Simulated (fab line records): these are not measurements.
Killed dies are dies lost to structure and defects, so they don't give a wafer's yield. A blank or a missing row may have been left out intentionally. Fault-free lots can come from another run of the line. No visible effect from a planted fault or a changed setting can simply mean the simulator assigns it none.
Code-filled problem report in 8D (eight disciplines) form :: flow gf180mcu :: the parts of the form that need people (team, actions taken, sign-off) are left out

== 1. WHAT IS WRONG ==
Mean V4_CVD_00_THK at GF_V4_THK_MEAS_01: 512 nm over 6 wafers in 2 lots; fault-free wafers: 601 nm, standard deviation 6.5. That is -14 standard deviations from the usual mean.
Earliest sighting: wafer L192.1 on film-metro-04 at day 28 16:20. The record holds 36 wafers of 12 lots with a number at this step. The rule behind "out" and "out of limits": a value lying over 4 standard deviations away from the usual mean. The other wafers with a number count as sound.

== 2. WHAT IT IS, WHAT IT ISN'T ==
question: which readings at this step
is: V4_CVD_00_THK
is not: -

question: which lots
is: L192, L193
is not: L177, L178, L179, L180, L181, L182, L183, L195, L198, L200

question: which wafers of those lots
is: all that have a number
is not: -

question: read on which gauges
is: film-metro-02, film-metro-04
is not: film-metro-01

question: when
is: from day 28 16:20
is not: up to then (21 sound wafers); but 9 sound wafers of L195, L198, L200 came after

== 3. WHAT RULES OUT EACH SUSPECT ==
Counting: a tool at any process step up to the reading remains a suspect when it ran all the lots that are out and ran no sound lot after the first of those.
- the gauge at GF_V4_THK_MEAS_01 is ruled out. The wafers that are out were read on 2 gauges (film-metro-02, film-metro-04).
- hdpcvd-01 at GF_V4_CVD_00 (deposits SiO2, target thk 600 nm, time 100 s): kept. It processed each lot that is out, first L192 at day 28 16:16, and no sound lot thereafter; up to then, the last sound lot it processed was L183 at day 25 16:28. On those wafers its own readings are out: sih4-flow-sccm.
Left after counting: hdpcvd-01 at GF_V4_CVD_00.

== 4. THE CAUSE (what the simulator had put in) ==
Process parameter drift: hdpcvd-01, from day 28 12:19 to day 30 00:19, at GF_V4_CVD_00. From 60, the setting sih4-flow-sccm moved by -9. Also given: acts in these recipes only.
After counting, this tool was the only one left.

== 5. THE CHAIN OF EFFECTS, in route order ==
Each row: a reading where the mean over the struck wafers with a number is more than 3 standard deviations away from the usual. Readings are gone through only where the record gives a usual standard deviation; hours: the median, over the lots, of the time from a lot's start at the first step in this table giving one to that lot's start at this step; sigmas: the change measured in usual standard deviations.
hours: 0
step: GF_V4_CVD_00
reading: sih4-flow-sccm
usual: 59.99 sccm
on struck wafers: 50.94
change: -9.05
sigmas: -53

hours: 0
step: GF_V4_THK_MEAS_01
reading: V4_CVD_00_THK
usual: 601 nm
on struck wafers: 512
change: -89
sigmas: -14
Its process steps:
- GF_V4_CVD_00: deposits SiO2, target thk 600 nm, time 100 s.
Later steps that measure or inspect, where all struck wafers having a row at the step show a number for every such reading and not one has moved that far: GF_V4_BOW_MEAS_05.

== 6. WHAT WOULD HAVE CAUGHT IT SOONER ==
4 hours passed between the start of the fault at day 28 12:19 and the first reading out of limits at a measuring or inspecting step in this record, taken at day 28 16:20.
At GF_V4_CVD_00, the tool's own readings (sih4-flow-sccm) were out on each struck wafer the step has a row for, so an alarm limit on them would have fired on the first such wafer.
Among the 2 lots that are out, L193 began GF_V4_CVD_00 on hdpcvd-01 after day 28 16:20. A tool hold placed at that time would have kept it from harm.
